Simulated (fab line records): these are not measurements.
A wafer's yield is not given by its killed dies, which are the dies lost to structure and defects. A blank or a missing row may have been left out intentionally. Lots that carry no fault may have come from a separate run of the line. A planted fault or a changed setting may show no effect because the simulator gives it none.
Comparing a struck lot with a sound one || flow sky130 || 17 out of 708 route steps
Sound: the wafers L588.2, L588.3, L588.4. Struck: wafers L579.3, L579.5, L579.6. At the end, the cause is stated.
Per side, at each step with rows, come the tool, then ch with its chambers, and then its first start. Under that, the readings that differ: sound wafers || struck wafers || difference of the means || sigmas: that difference in standard deviations of wafers without a fault.
alike: words and numbers the same on both sides, and readings whose means are apart by under 2 such deviations; not compared: readings that were withheld, readings missing a value for some wafer, numbers with overlapping values and no deviation given by the record, and bounds like >300 which may hide the same value.
A row with sigmas, a row that says differs or no value, or rows on one side alone: a step with any of these is where the two part. When numbers do not overlap yet have no deviation, they are printed without sigmas and do not part them. Lack of a reading on every wafer of one side parts them only where that side has two or more wafers.

first, 3 steps without rows for these wafers: SKY_VIA1_EXPOSE_09 (exposes mask VIM, target cd 150 nm); SKY_VIA1_PEB_10; SKY_VIA1_DEVELOP_11 (develop time 60 s).
SKY_VIA1_CD_MEAS_12 targets a cd of 150 nm.
  sound on cdSem-01, day 40 19:56; struck on cdSem-02, day 37 23:43
  alike: cdNm
SKY_VIA1_OVL_MEAS_13:
  sound on overlay-02, day 40 20:03; struck on overlay-01, day 37 23:49
{"reading": "VIA1_OVL (nm)", "sound": "3 3 7", "struck": "-8 -8 -7", "difference": -12, "sigmas": -2}
SKY_VIA1_ETCH_14: etches BARC in N2/H2, stops on SiO2, time 45.9 s, target depth 60 nm.
  sound on rieDiel-03 ch 0,1,3, day 40 20:05; struck on rieDiel-02 ch 0,3, day 37 23:50
  alike: drypumpMotorCurrentA, oesProductAu, throttleValvePct
  not compared: rfHoursCounterH
SKY_VIA1_ETCH_15: etches SiO2 in C4F8/O2/Ar, stops on TiN, target depth 351 nm, time 54 s.
  sound on rieDiel-03 ch 0,1,3, day 40 20:07; struck on rieDiel-02 ch 0,3, day 37 23:52
  alike: oesProductAu
  not compared: rfHoursCounterH
SKY_VIA1_STRIP_16: strips in O2/N2.
  sound on plasmaAsher-02 ch 0,1, day 40 20:10; struck on plasmaAsher-02 ch 0,1, day 37 23:57
  alike: drypumpMotorCurrentA, oesProductAu, stripTimeToEndpointS
  not compared: rfHoursCounterH
then, 3 steps without rows for these wafers: SKY_VIA1_STRIP_17 (strips in post etch residue remover, time 1200 s); SKY_VIA1_CLEAN_18 (cleans in IPA, time 180 s); SKY_VIA1_CLEAN_19 (cleans in O3/DIW).
SKY_VIA1_SPUTTER_20: material TiN, target thk 20 nm, time 80 s.
  sound on pvdSputter-02, day 40 20:48; struck on pvdSputter-01, day 38 00:31
  alike: cathodeDcPowerW, throttleValvePct
SKY_VIA1_CVD_21: deposits W, target thk 270 nm, time 80.902 s.
  sound on cvdW-01 ch 0,1, day 40 20:52; struck on cvdW-02 ch 0,1, day 38 00:37
{"reading": "model.W_of_VIA1_CVD_21.thkNm (nm)", "sound": "274.8 272.7 280.5", "struck": "251.2 246.3 247.6", "difference": -27.6, "sigmas": ""}
  alike: heaterPowerW
SKY_VIA1_RS_MEAS_22: measures by four-point-probe.
  sound on filmMetro-04, day 40 20:58; struck on filmMetro-01, day 38 00:43
{"reading": "VIA1_W_RS (ohm/sq)", "sound": "0.419 0.423 0.409", "struck": "0.459 0.468 0.466", "difference": "+0.047", "sigmas": "+6"}
SKY_VIA1_THK_MEAS_23: measures by xrf.
  sound on filmMetro-04, day 40 21:05; struck on filmMetro-01, day 38 00:49
{"reading": "VIA1_W_THK (nm)", "sound": "279 276 285", "struck": "249 245 246", "difference": -33, "sigmas": -6}
SKY_VIA1_CMP_24: polishes, stops on SiO2, t overpolish 15 s, target thk 0 nm.
  sound on cmp-02 ch 0,1,2, day 40 21:24; struck on cmp-02 ch 0,1,3, day 38 00:57
{"reading": "timeToEndpointS (s)", "sound": "64.3 67.2 69.5", "struck": "62.6 57.4 62.5", "difference": -6.2, "sigmas": -2}
  alike: motorCurrentA
-- the record jumps here: 11 days lie between the struck wafers' starts before and after (it left off in module VIA1 and takes up again in module PAD_OPEN, whose first step shown is number 708 of the route) --
SKY_PAD_OPEN_PROBE_99:
  record: rows for the struck wafers here (prober-01, day 48 19:41), none for the sound ones

WHERE THEY PART
First at SKY_VIA1_OVL_MEAS_13; last, within this record, at SKY_PAD_OPEN_PROBE_99.

WHY: what the simulator had put in
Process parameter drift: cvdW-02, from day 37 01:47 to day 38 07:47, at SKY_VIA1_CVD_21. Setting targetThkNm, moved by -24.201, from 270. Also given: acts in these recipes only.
